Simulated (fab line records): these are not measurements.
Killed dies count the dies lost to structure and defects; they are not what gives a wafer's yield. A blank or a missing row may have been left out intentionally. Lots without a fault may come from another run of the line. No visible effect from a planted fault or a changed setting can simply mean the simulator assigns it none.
Which tool is to blame? ; flow sky130 ; 14 lots with 42 wafers sampled at 2 steps, on a route of 708 steps

WHAT THE GAUGES SHOWED, per wafer
SKY_FIELD_ISO_BOW_MEAS_00.
lot;measured;on;INCOMING_BOW (um)
L631;day 1 15:02;film-metro-01;5 2 -9
L632;day 1 20:02;film-metro-03;5 -9 -6
L634;day 2 06:04;film-metro-04;3 6 -6
L635;day 2 11:01;film-metro-04;-5 0 12
L636;day 2 16:02;film-metro-04;0 -5 6
L637;day 2 21:00;film-metro-04;9 14 -8
L638;day 3 02:00;film-metro-03;-7 -11 0
L643;day 4 03:00;film-metro-03;0 -6 -5
L646;day 4 18:02;film-metro-04;2 2 -2
L647;day 4 23:02;film-metro-03;7 -2 -9
L650;day 5 14:00;film-metro-04;7 6 8
L651;day 5 19:00;film-metro-04;-6 -11 -5
L652;day 6 00:01;film-metro-03;-3 -8 10
L653;day 6 05:01;film-metro-01;19 11 1

SKY_NWELL_TW_MEAS_26.
lot;measured;on;NWELL_2_TW
L631;day 5 18:42;film-metro-02;492.7 491.8 493.0
L632;day 5 18:21;film-metro-02;491.9 493.1 491.5
L634;day 6 07:33;film-metro-01;494.0 495.7 497.2
L635;day 6 15:03;film-metro-01;496.6 495.6 499.0
L636;day 6 23:52;film-metro-02;489.8 492.9 491.3
L637;day 7 07:01;film-metro-01;501.0 501.3 500.7
L638;day 7 11:11;film-metro-02;494.4 495.4 495.3
L643;day 8 14:50;film-metro-01;497.8 494.5 497.2
L646;day 9 10:38;film-metro-01;495.9 497.1 495.9
L647;day 9 14:41;film-metro-03;492.2 493.4 494.2
L650;day 10 10:07;film-metro-02;489.7 494.2 494.9
L651;day 10 19:31;film-metro-01;499.0 497.5 494.1
L652;day 10 22:56;film-metro-03;498.0 498.0 498.7
L653;day 11 02:36;film-metro-01;501.4 505.4 503.4

TOOL THAT RAN EACH LOT (tool first, then ch and the chambers of the sampled wafers, then the start)
Record: no process step prior to these readings.

AS READ BY THE TOOLS THEMSELVES (means over the sampled wafers that have a number; for cases with no such wafer, the mark the record gives instead)
The record holds no such reading with a usual standard deviation.

THE ANSWER, worked out from the rows above alone
Rule: the usual values come from the lots themselves. The widest of any qualifying gaps counts: lots, ordered by their means at a reading, are off when they make up no more than a third of the lots, leave a main group of 4 or more, and stand apart from it by 3 or more times the standard deviation of that group's means. If all means in a main group match to the digits the tables above print for the reading, that group is not used. Also off: a lot with no number at a reading for which 4 or more lots have one. All remaining lots with rows at the step are treated as sound. Order of review: gauges by route order, followed by the tools' own readings, for which a lot's mean as printed above is used. The first step at which some lot is off is used, and at that step the reading that is off furthest; a lot without a number counts as furthest.
None of the lots is off at any reading shown; this tells nothing.

WHAT THE SIMULATOR HAD PUT IN
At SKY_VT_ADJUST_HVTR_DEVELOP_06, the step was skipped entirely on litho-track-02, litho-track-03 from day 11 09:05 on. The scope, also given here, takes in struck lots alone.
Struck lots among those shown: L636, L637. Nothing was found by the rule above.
